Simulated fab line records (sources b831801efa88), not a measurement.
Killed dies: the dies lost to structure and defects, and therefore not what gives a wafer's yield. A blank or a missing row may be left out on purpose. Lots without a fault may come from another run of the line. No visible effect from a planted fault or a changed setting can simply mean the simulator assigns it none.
Chamber matching -- flow sky130 -- SKY_VIA3_CMP_02 on cmp-02: 4 sister chambers
The step polishes SiO2. 39 wafers are shown with their chamber, then 12 later ones without.

== EACH WAFER AND ITS CHAMBER ==
wafer,chamber,motor_current_A (A)
L079.1,2,11.5
L079.4,0,9.2
L079.5,0,9.5
L080.2,3,12.0
L080.3,2,11.6
L080.4,1,12.8
L082.1,1,12.3
L082.3,2,11.0
L082.6,2,11.9
L084.3,0,9.5
L084.4,2,11.2
L084.5,1,12.9
L084.1,1,12.5
L084.2,3,11.6
L084.6,0,9.3
L086.2,1,12.8
L086.4,3,10.8
L086.5,2,11.1
L086.1,2,11.5
L086.3,0,9.7
L086.6,1,11.8
L087.2,1,12.7
L087.3,3,10.7
L087.5,0,10.2
L088.1,3,11.4
L088.4,1,12.6
L088.5,1,12.5
L091.1,3,12.4
L091.5,3,11.4
L091.6,2,11.6
L092.3,2,11.3
L092.5,3,11.2
L092.6,2,10.8
L092.1,1,12.3
L092.2,3,11.4
L092.4,0,9.4
L093.2,3,11.5
L093.3,0,9.4
L093.5,3,11.3

SIGNATURES (means of the wafers above)
reading,chamber 0,chamber 1,chamber 2,chamber 3,scatter within a chamber
motor_current_A,9.525,12.520,11.350,11.427,0.375
Rule: a wafer lies at a distance from a chamber equal to the root of the sum of squares, over the readings, of (its reading less the chamber's mean, divided by the reading's scatter). The wafer belongs to the nearest chamber; if the next one is less than 2 further off, it can't be placed. The scatter: the root of (the sum of the squares of (reading less its chamber's mean) over the shown wafers, divided by (wafers less chambers)).

== WAFERS WITHOUT THEIR CHAMBER ==
wafer,motor_current_A (A)
L094.1,11.2
L094.3,11.2
L094.6,11.7
L094.2,12.2
L094.4,9.6
L094.5,11.9
L095.1,11.4
L095.4,10.9
L095.5,9.4
L096.3,11.9
L096.5,11.6
L096.6,12.3

== THE CHAMBER EACH PASSED THROUGH ==
wafer,from the rows above,in truth
L094.1,can't be placed: 2 or 3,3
L094.3,can't be placed: 2 or 3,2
L094.6,can't be placed: 3 or 2 or 1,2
L094.2,can't be placed: 1 or 3 or 2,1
L094.4,0,0
L094.5,can't be placed: 3 or 2 or 1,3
L095.1,can't be placed: 3 or 2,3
L095.4,can't be placed: 2 or 3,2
L095.5,0,0
L096.3,can't be placed: 3 or 2 or 1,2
L096.5,can't be placed: 3 or 2 or 1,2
L096.6,can't be placed: 1 or 3 or 2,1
Correct placement for 2 of the 12. From these rows, 10 cannot be placed; in 10 the true chamber is one of the candidates. Number placed wrongly: 0.
